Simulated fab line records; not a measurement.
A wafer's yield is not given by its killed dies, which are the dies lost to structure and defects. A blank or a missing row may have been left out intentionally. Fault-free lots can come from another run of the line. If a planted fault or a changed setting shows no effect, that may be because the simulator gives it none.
A lot that was struck, set against a sound lot + flow gf180mcu + 14 steps out of a route of 602
Sound: these wafers, L788.3, L788.4, L788.6. The struck wafers were L782.2, L782.3, L782.5. The cause comes at the end.
Order at every step that has rows: each side's tool, ch and its chambers, its first start. Under that, the readings that differ: sound wafers + struck wafers + difference of the means + sigmas: that difference in standard deviations of wafers without a fault.
alike: words and numbers the same on both sides, and readings whose means are apart by under 2 such deviations; not compared: readings that were withheld, readings missing a value for some wafer, numbers with overlapping values and no deviation given by the record, and bounds like >300 which may hide the same value.
The two part at a step that has a row with sigmas, a row that says differs or no value, or rows on one side only. Numbers that have no deviation but don't overlap get no sigmas and don't part them. A reading missing from all wafers of one side parts the sides only when that side holds two or more wafers.

GF_STI_THK_MEAS_24:
  sound on filmMetro-04, day 6 22:38; struck on filmMetro-03, day 5 16:10
  alike: STI_CVD_23_THK
GF_STI_CMP_25: polishes, stops on Si3N4, t overpolish 33 s, target thk 524.6 nm.
  sound on cmp-02 ch 0,1, day 6 22:43; struck on cmp-02 ch 1,2, day 5 16:13
  alike: motorCurrentA, overpolishRunS, timeToEndpointS
then, 4 steps without rows for these wafers: GF_STI_WET_ETCH_26 (etches SiO2 in dHF, target depth 94 nm, time 188 s); GF_STI_WET_ETCH_27 (etches Si3N4 in H3PO4, target depth 160 nm, time 1825 s); GF_STI_WET_ETCH_28 (etches SiO2 in dHF, target depth 20 nm, time 40 s); GF_STI_OXIDATION_29 (stabilise 600 s, purge 300 s, target thk 10 nm).
GF_STI_THK_MEAS_30:
  sound on filmMetro-03, day 7 02:02; struck on filmMetro-03, day 5 18:41
  alike: STI_OXIDATION_02_THK
then, 5 steps without rows for these wafers: GF_DNWELL_DEHYDRATE_00 (time 60 s); GF_DNWELL_HMDS_01 (prime time 60 s); GF_DNWELL_COAT_02 (resist thk 3000 nm); GF_DNWELL_SOFTBAKE_03; GF_DNWELL_EXPOSE_04 (exposes mask DNWELL, target cd 1700 nm).
GF_DNWELL_PEB_05:
  struck on lithoTrack-03, day 6 09:00; sound on lithoTrack-02 ch 0, day 7 17:00
  no value came back on the struck wafers for chillPlateTempC (C), exhaustPa (Pa); on the sound wafers chillPlateTempC (C) reads 22.94 22.93 22.96
then, 1 step without rows for these wafers: GF_DNWELL_DEVELOP_06 (develop time 60 s).

== WHERE THEY PART ==
GF_DNWELL_PEB_05 only, going by this record.

WHY: whatever the simulator had introduced
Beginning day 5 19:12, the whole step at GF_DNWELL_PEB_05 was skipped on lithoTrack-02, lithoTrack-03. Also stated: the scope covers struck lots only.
